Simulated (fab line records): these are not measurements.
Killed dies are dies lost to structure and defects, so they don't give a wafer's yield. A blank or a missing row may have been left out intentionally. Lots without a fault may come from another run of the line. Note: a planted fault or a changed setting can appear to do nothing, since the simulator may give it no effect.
Problem report in the 8D (eight disciplines) form, filled by code    flow gf180mcu    the parts of the form that need people (team, actions taken, sign-off) are left out

== 1. PROBLEM STATEMENT ==
At GF_HV_LDD_IMPLANT_21, dose_ions_cm2 averages 5.146e+13 over 9 wafers from 3 lots, while fault-free wafers read 4.998e+13, standard deviation 5.9e+10. Measured from the usual mean, that is +25 standard deviations.
First seen on wafer L621.1, day 13 09:27, on implanter-04. At this step, 21 wafers from 7 lots have a number in the record. By rule, "out" or "out of limits" means more than 4 standard deviations away from the usual mean. Any other wafer with a number is counted as sound.

== 2. WHAT IT IS AND WHAT IT IS NOT ==
question                     is                      is not
which readings at this step  dose_ions_cm2           beam_on_s, tilt_deg
which lots                   L621, L623, L625        L613, L622, L631, L632
which wafers of those lots   all that have a number  -
read on which tools          implanter-04            implanter-01, implanter-03
when                         from day 13 09:27       up to then (3 sound wafers); but 9 sound wafers of L622, L631, L632 came after

== 3. WHAT RULES OUT EACH SUSPECT ==
Counting: any tool at a process step up to the reading is kept as a suspect provided that every lot that is out went through it and no sound lot did after the first of them.
- implanter-04 at GF_HV_LDD_IMPLANT_21: ruled out as a lasting fault. Following L621 (day 13 09:27), the first lot on it that is out, the sound lots L632 were run on it.
Left after counting: nothing in the record.

== 4. THE CAUSE (what the simulator had put in) ==
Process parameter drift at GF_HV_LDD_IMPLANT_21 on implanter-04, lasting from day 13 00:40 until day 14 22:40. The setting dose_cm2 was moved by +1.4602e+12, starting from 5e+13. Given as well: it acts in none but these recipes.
Counting ruled it out, wrongly.

== 5. THE EFFECT CHAIN, in route order ==
Each row: a reading where the mean over the struck wafers with a number is more than 3 standard deviations away from the usual. Only readings whose record carries a usual standard deviation are examined. hours: median over the lots of the time between each lot's start at the first step of this table that gives one and its start at this step. sigmas: the change, counted in usual standard deviations.
hours  step                  reading        usual      on struck wafers  change      sigmas
0      GF_HV_LDD_IMPLANT_21  dose_ions_cm2  4.998e+13  5.146e+13         +1.477e+12  +25
The process steps in it:
- GF_HV_LDD_IMPLANT_21

== 6. HOW IT WOULD HAVE BEEN CAUGHT EARLIER ==
In this record no reading fell out of limits until day 13 09:27, 9 hours after the fault had begun at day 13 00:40.
